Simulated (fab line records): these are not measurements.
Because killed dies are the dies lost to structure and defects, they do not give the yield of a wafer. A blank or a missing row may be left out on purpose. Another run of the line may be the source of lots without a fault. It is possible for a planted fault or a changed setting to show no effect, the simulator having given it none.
What tool caused it? :: flow gf180mcu :: at 1 step of a route of 602, 13 lots with 39 wafers sampled

WHAT EACH GAUGE READ, for each wafer
GF_M2_CD_MEAS_14: the cd target is 280 nm.
lot: L668
measured: day 19 06:31
on: cd_sem-02
cd_nm (nm): 279.2 280.2 280.4

lot: L671
measured: day 20 15:37
on: cd_sem-02
cd_nm (nm): 278.7 277.7 277.8

lot: L672
measured: day 20 21:00
on: cd_sem-02
cd_nm (nm): 279.9 279.9 280.3

lot: L673
measured: day 21 08:01
on: cd_sem-01
cd_nm (nm): 280.1 280.0 280.4

lot: L674
measured: day 21 15:14
on: cd_sem-02
cd_nm (nm): 281.9 282.2 280.9

lot: L676
measured: day 22 06:14
on: cd_sem-01
cd_nm (nm): 279.5 280.7 280.4

lot: L677
measured: day 22 11:43
on: cd_sem-02
cd_nm (nm): 277.8 278.5 277.8

lot: L678
measured: day 23 01:35
on: cd_sem-02
cd_nm (nm): 279.8 279.4 280.3

lot: L679
measured: day 23 15:41
on: cd_sem-02
cd_nm (nm): 281.1 280.4 279.3

lot: L680
measured: day 23 17:02
on: cd_sem-01
cd_nm (nm): 280.6 280.9 279.9

lot: L681
measured: day 24 00:25
on: cd_sem-02
cd_nm (nm): 281.5 281.7 281.8

lot: L683
measured: day 24 13:13
on: cd_sem-02
cd_nm (nm): 281.1 280.9 280.7

lot: L691
measured: day 27 01:56
on: cd_sem-01
cd_nm (nm): 277.3 278.5 278.3

WHAT TOOL EACH LOT RAN ON (gives the tool, then ch and the chambers of the sampled wafers, and finally the start)
Before these readings, the record contains no process step.

WHAT THE TOOLS THEMSELVES READ (means of the sampled wafers that have a number; where no wafer has one, the mark that the record gives instead)
The record holds no such reading with a usual standard deviation.

THE ANSWER, worked out from the rows above alone
Rule: usual is defined by the lots themselves. The widest of any qualifying gaps counts: lots, ordered by their means at a reading, are off when they make up no more than a third of the lots, leave a main group of 4 or more, and stand apart from it by 3 or more times the standard deviation of that group's means. A main group whose means are all the same, to the digits that the tables above print for the reading, isn't used. A lot without any number at a reading at which 4 lots or more have one is off too. All remaining lots with rows at the step are treated as sound. The gauges are gone through in route order, then the tools' own readings, and for those a lot's mean is taken as printed above. The first step at which some lot is off is used, and at that step the reading that is off furthest; a lot without a number counts as furthest.
Nothing can be told from this: no lot is off at any reading shown.

WHAT THE SIMULATOR HAD INSERTED
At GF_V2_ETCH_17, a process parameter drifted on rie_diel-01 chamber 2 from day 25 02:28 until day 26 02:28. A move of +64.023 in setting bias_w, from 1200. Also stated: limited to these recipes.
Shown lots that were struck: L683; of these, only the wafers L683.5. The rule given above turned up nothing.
